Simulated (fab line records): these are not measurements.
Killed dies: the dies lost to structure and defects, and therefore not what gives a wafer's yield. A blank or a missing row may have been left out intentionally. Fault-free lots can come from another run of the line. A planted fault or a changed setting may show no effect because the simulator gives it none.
Which tool did it? :: flow gf180mcu :: 13 lots with 37 wafers sampled at 5 steps, on a route of 602 steps

## WHAT THE GAUGES SHOWED, per wafer
GF_POLY_GATE_CD_MEAS_18. Usual: cd-nm 280.5 nm, standard deviation 1.8.
lot: L452
measured: day 10 10:13
on: cd-sem-02
cd-nm (nm): 280.2 281.2 280.3
flag: 

lot: L451
measured: day 10 12:53
on: cd-sem-02
cd-nm (nm): 281.4 282.8 283.1
flag: 

lot: L453
measured: day 10 19:21
on: cd-sem-02
cd-nm (nm): 281.0 282.6 279.4
flag: 

lot: L454
measured: day 11 02:52
on: cd-sem-01
cd-nm (nm): 283.7 281.6 282.1
flag: 

lot: L455
measured: day 11 11:29
on: cd-sem-02
cd-nm (nm): 281.2 282.9 281.6
flag: 

lot: L456
measured: day 11 16:15
on: cd-sem-02
cd-nm (nm): 279.7 283.1 279.8
flag: 

lot: L457
measured: day 11 20:15
on: cd-sem-02
cd-nm (nm): 277.9 279.2 280.3
flag: 

lot: L458
measured: day 12 05:13
on: cd-sem-01
cd-nm (nm): 281.9 285.7 283.0
flag: 

lot: L463
measured: day 13 20:22
on: cd-sem-02
cd-nm (nm): 281.6 281.7 284.1
flag: 

lot: L466
measured: day 14 13:56
on: cd-sem-01
cd-nm (nm): 277.5 278.2 282.0
flag: 

lot: L467
measured: day 15 01:07
on: cd-sem-02
cd-nm (nm): 277.0 281.6
flag: 

lot: L469
measured: day 15 09:22
on: cd-sem-02
cd-nm (nm): 280.9 276.9
flag: 

lot: L471
measured: day 15 23:20
on: cd-sem-01
cd-nm (nm): 278.8 277.3 279.2
flag: 

GF_NSD_CD_MEAS_07 targets a cd of 400 nm. Usual: cd-nm 399.7 nm, standard deviation 2.2.
lot: L452
measured: day 14 16:05
on: cd-sem-02
cd-nm (nm): 398.7 400.9 401.0
flag: 

lot: L451
measured: day 14 18:24
on: cd-sem-02
cd-nm (nm): 399.1 398.2 397.6
flag: 

lot: L453
measured: day 15 02:04
on: cd-sem-02
cd-nm (nm): 397.3 396.2 396.2
flag: 

lot: L454
measured: day 15 09:52
on: cd-sem-02
cd-nm (nm): 397.8 399.8 398.1
flag: 

lot: L455
measured: day 15 19:23
on: cd-sem-02
cd-nm (nm): 403.0 402.9 399.2
flag: 

lot: L456
measured: day 16 02:29
on: cd-sem-01
cd-nm (nm): 399.9 398.6 401.7
flag: 

lot: L457
measured: day 16 05:58
on: cd-sem-02
cd-nm (nm): 398.9 401.6 400.2
flag: 

lot: L458
measured: day 16 20:14
on: cd-sem-02
cd-nm (nm): 399.5 399.0 399.8
flag: 

lot: L463
measured: day 18 15:40
on: cd-sem-02
cd-nm (nm): 402.0 400.7 399.9
flag: 

lot: L466
measured: day 19 11:23
on: cd-sem-01
cd-nm (nm): 402.2 429.2 427.5
flag: OFF

lot: L467
measured: day 20 00:37
on: cd-sem-01
cd-nm (nm): 402.6 432.8
flag: OFF

lot: L469
measured: day 20 12:01
on: cd-sem-01
cd-nm (nm): 399.7 428.1
flag: OFF

lot: L471
measured: day 21 01:46
on: cd-sem-02
cd-nm (nm): 399.6 400.5 399.1
flag: 

## WHAT TOOL EACH LOT RAN ON (gives the tool, then ch and the chambers of the sampled wafers, and finally the start)
lot: L452
GF_HV_LDD_STRIP_10: plasma-asher-01 ch 0, day 11 04:54
GF_HV_LDD_ETCHBACK_58: rie-diel-03 ch 1,2, day 13 19:29
GF_NSD_DEVELOP_06: litho-track-03 ch 0, day 14 15:56

lot: L451
GF_HV_LDD_STRIP_10: plasma-asher-02 ch 0,1, day 11 07:02
GF_HV_LDD_ETCHBACK_58: rie-diel-03 ch 0,1,2, day 13 22:01
GF_NSD_DEVELOP_06: litho-track-03 ch 0, day 14 18:15

lot: L453
GF_HV_LDD_STRIP_10: plasma-asher-01 ch 0,1, day 11 14:23
GF_HV_LDD_ETCHBACK_58: rie-diel-01 ch 1,3, day 14 05:17
GF_NSD_DEVELOP_06: litho-track-03 ch 0, day 15 01:56

lot: L454
GF_HV_LDD_STRIP_10: plasma-asher-04 ch 0,1, day 11 22:05
GF_HV_LDD_ETCHBACK_58: rie-diel-01 ch 0,1, day 14 12:52
GF_NSD_DEVELOP_06: litho-track-01 ch 0, day 15 09:43

lot: L455
GF_HV_LDD_STRIP_10: plasma-asher-02 ch 1, day 12 06:24
GF_HV_LDD_ETCHBACK_58: rie-diel-04 ch 1,2, day 14 22:02
GF_NSD_DEVELOP_06: litho-track-01 ch 0, day 15 19:14

lot: L456
GF_HV_LDD_STRIP_10: plasma-asher-04 ch 0,1, day 12 11:34
GF_HV_LDD_ETCHBACK_58: rie-diel-03 ch 1,2, day 15 05:08
GF_NSD_DEVELOP_06: litho-track-02 ch 0, day 16 02:20

lot: L457
GF_HV_LDD_STRIP_10: plasma-asher-02 ch 0,1, day 12 15:27
GF_HV_LDD_ETCHBACK_58: rie-diel-04 ch 0,3, day 15 08:27
GF_NSD_DEVELOP_06: litho-track-02 ch 0, day 16 05:49

lot: L458
GF_HV_LDD_STRIP_10: plasma-asher-04 ch 0,1, day 13 01:11
GF_HV_LDD_ETCHBACK_58: rie-diel-01 ch 1,2,3, day 15 21:25
GF_NSD_DEVELOP_06: litho-track-03 ch 0, day 16 20:05

lot: L463
GF_HV_LDD_STRIP_10: plasma-asher-01 ch 0,1, day 14 17:26
GF_HV_LDD_ETCHBACK_58: rie-diel-01 ch 0,1,3, day 17 16:08
GF_NSD_DEVELOP_06: litho-track-02 ch 0, day 18 15:31

lot: L466
GF_HV_LDD_STRIP_10: plasma-asher-01 ch 0,1, day 15 11:20
GF_HV_LDD_ETCHBACK_58: rie-diel-04 ch 1,3, day 18 11:28
GF_NSD_DEVELOP_06: litho-track-03 ch 0, day 19 11:14

lot: L467
GF_HV_LDD_STRIP_10: plasma-asher-01 ch 0,1, day 15 22:47
GF_HV_LDD_ETCHBACK_58: rie-diel-03 ch 0,2, day 19 00:17
GF_NSD_DEVELOP_06: litho-track-03 ch 0, day 20 00:29

lot: L469
GF_HV_LDD_STRIP_10: plasma-asher-04 ch 0,1, day 16 06:55
GF_HV_LDD_ETCHBACK_58: rie-diel-01 ch 2,3, day 19 11:25
GF_NSD_DEVELOP_06: litho-track-03 ch 0, day 20 11:53

lot: L471
GF_HV_LDD_STRIP_10: plasma-asher-04 ch 0,1, day 16 21:53
GF_HV_LDD_ETCHBACK_58: rie-diel-04 ch 0,1,2, day 20 01:46
GF_NSD_DEVELOP_06: litho-track-01 ch 0, day 21 01:37
- GF_HV_LDD_STRIP_10: strips in O2/N2.
- GF_HV_LDD_ETCHBACK_58: etches Si3N4 in CH3F/O2, stops on SiO2, time 100 s, target depth 90 nm.
- GF_NSD_DEVELOP_06: develop time 60 s.

## AS READ BY THE TOOLS THEMSELVES (means over the sampled wafers that have a number; for cases with no such wafer, the mark the record gives instead)
GF_HV_LDD_STRIP_10. Usual: drypump-motor-current-A 5.7 A, standard deviation 0.33; heater-power-w 366 W, standard deviation 62; oes-product-au 0.716 a.u., standard deviation 0.0047; strip-time-to-endpoint-s 12.64 s, standard deviation 0.035.
lot: L452
tool: plasma-asher-01
drypump-motor-current-A (A): 5.6
heater-power-w (W): 473
oes-product-au (a.u.): 0.716
strip-time-to-endpoint-s (s): 12.67
flag: 

lot: L451
tool: plasma-asher-02
drypump-motor-current-A (A): 5.5
heater-power-w (W): 318
oes-product-au (a.u.): 0.713
strip-time-to-endpoint-s (s): 12.62
flag: 

lot: L453
tool: plasma-asher-01
drypump-motor-current-A (A): 5.8
heater-power-w (W): 422
oes-product-au (a.u.): 0.717
strip-time-to-endpoint-s (s): 12.66
flag: 

lot: L454
tool: plasma-asher-04
drypump-motor-current-A (A): 5.5
heater-power-w (W): 359
oes-product-au (a.u.): 0.720
strip-time-to-endpoint-s (s): 12.67
flag: 

lot: L455
tool: plasma-asher-02
drypump-motor-current-A (A): 5.3
heater-power-w (W): 325
oes-product-au (a.u.): 0.713
strip-time-to-endpoint-s (s): 12.59
flag: 

lot: L456
tool: plasma-asher-04
drypump-motor-current-A (A): 5.5
heater-power-w (W): 358
oes-product-au (a.u.): 0.719
strip-time-to-endpoint-s (s): 12.68
flag: 

lot: L457
tool: plasma-asher-02
drypump-motor-current-A (A): 5.5
heater-power-w (W): 320
oes-product-au (a.u.): 0.715
strip-time-to-endpoint-s (s): 12.70
flag: 

lot: L458
tool: plasma-asher-04
drypump-motor-current-A (A): 5.5
heater-power-w (W): 356
oes-product-au (a.u.): 0.719
strip-time-to-endpoint-s (s): 12.58
flag: 

lot: L463
tool: plasma-asher-01
drypump-motor-current-A (A): 5.8
heater-power-w (W): 439
oes-product-au (a.u.): 0.713
strip-time-to-endpoint-s (s): 12.62
flag: 

lot: L466
tool: plasma-asher-01
drypump-motor-current-A (A): 6.0
heater-power-w (W): 381
oes-product-au (a.u.): 0.711
strip-time-to-endpoint-s (s): 12.68
flag: 

lot: L467
tool: plasma-asher-01
drypump-motor-current-A (A): 5.9
heater-power-w (W): 399
oes-product-au (a.u.): 0.716
strip-time-to-endpoint-s (s): 12.66
flag: 

lot: L469
tool: plasma-asher-04
drypump-motor-current-A (A): 5.6
heater-power-w (W): 348
oes-product-au (a.u.): 0.717
strip-time-to-endpoint-s (s): 12.66
flag: 

lot: L471
tool: plasma-asher-04
drypump-motor-current-A (A): 5.5
heater-power-w (W): 344
oes-product-au (a.u.): 0.716
strip-time-to-endpoint-s (s): 12.59
flag: 

GF_HV_LDD_ETCHBACK_58. Usual: ch3f-flow-sccm 40.02 sccm, standard deviation 0.12; drypump-motor-current-A 5.8 A, standard deviation 0.38; oes-product-au 0.843 a.u., standard deviation 0.0064; throttle-valve-pct 10.561 %, standard deviation 0.0081.
lot: L452
tool: rie-diel-03
ch3f-flow-sccm (sccm): 39.96
drypump-motor-current-A (A): 5.9
oes-product-au (a.u.): 0.837
throttle-valve-pct (%): 10.552
flag: 

lot: L451
tool: rie-diel-03
ch3f-flow-sccm (sccm): 40.01
drypump-motor-current-A (A): 6.0
oes-product-au (a.u.): 0.841
throttle-valve-pct (%): 10.556
flag: 

lot: L453
tool: rie-diel-01
ch3f-flow-sccm (sccm): 39.95
drypump-motor-current-A (A): 6.0
oes-product-au (a.u.): 0.844
throttle-valve-pct (%): 10.560
flag: 

lot: L454
tool: rie-diel-01
ch3f-flow-sccm (sccm): 40.07
drypump-motor-current-A (A): 5.7
oes-product-au (a.u.): 0.848
throttle-valve-pct (%): 10.575
flag: 

lot: L455
tool: rie-diel-04
ch3f-flow-sccm (sccm): 39.93
drypump-motor-current-A (A): 5.5
oes-product-au (a.u.): 0.843
throttle-valve-pct (%): 10.556
flag: 

lot: L456
tool: rie-diel-03
ch3f-flow-sccm (sccm): 40.18
drypump-motor-current-A (A): 5.9
oes-product-au (a.u.): 0.837
throttle-valve-pct (%): 10.560
flag: 

lot: L457
tool: rie-diel-04
ch3f-flow-sccm (sccm): 39.95
drypump-motor-current-A (A): 5.5
oes-product-au (a.u.): 0.840
throttle-valve-pct (%): 10.568
flag: 

lot: L458
tool: rie-diel-01
ch3f-flow-sccm (sccm): 40.04
drypump-motor-current-A (A): 6.0
oes-product-au (a.u.): 0.843
throttle-valve-pct (%): 10.562
flag: 

lot: L463
tool: rie-diel-01
ch3f-flow-sccm (sccm): 40.02
drypump-motor-current-A (A): 5.9
oes-product-au (a.u.): 0.846
throttle-valve-pct (%): 10.560
flag: 

lot: L466
tool: rie-diel-04
ch3f-flow-sccm (sccm): 40.12
drypump-motor-current-A (A): 5.5
oes-product-au (a.u.): 0.841
throttle-valve-pct (%): 10.567
flag: 

lot: L467
tool: rie-diel-03
ch3f-flow-sccm (sccm): 40.11
drypump-motor-current-A (A): 6.1
oes-product-au (a.u.): 0.841
throttle-valve-pct (%): 10.566
flag: 

lot: L469
tool: rie-diel-01
ch3f-flow-sccm (sccm): 39.97
drypump-motor-current-A (A): 6.1
oes-product-au (a.u.): 0.853
throttle-valve-pct (%): 10.570
flag: 

lot: L471
tool: rie-diel-04
ch3f-flow-sccm (sccm): 39.94
drypump-motor-current-A (A): 5.4
oes-product-au (a.u.): 0.848
throttle-valve-pct (%): 10.563
flag: 

## THE ANSWER, worked out from the rows above alone
Rule: lot off if the mean of its wafers having a number is beyond 3 standard deviations from the usual mean. A lot without any number at a reading at which 4 lots or more have one is off too. Where the step has rows for the other lots, those lots are counted as sound. The gauges are gone through in route order, then the tools' own readings, and for those a lot's mean is taken as printed above. The first step at which some lot is off is used, and at that step the reading that is off furthest; a lot without a number counts as furthest.
Off: L466, L467, L469, at GF_NSD_CD_MEAS_07 (cd-nm).
If a tool, at a process step before that reading, ran all the lots that are off and no sound lot after the first of them, it fits. The gauges at GF_NSD_CD_MEAS_07 are tried like those tools. Undecided on this evidence; 2 tools fit (litho-track-03 at GF_NSD_DEVELOP_06, cd-sem-01 at GF_NSD_CD_MEAS_07).

## WHAT WAS PUT IN BY THE SIMULATOR
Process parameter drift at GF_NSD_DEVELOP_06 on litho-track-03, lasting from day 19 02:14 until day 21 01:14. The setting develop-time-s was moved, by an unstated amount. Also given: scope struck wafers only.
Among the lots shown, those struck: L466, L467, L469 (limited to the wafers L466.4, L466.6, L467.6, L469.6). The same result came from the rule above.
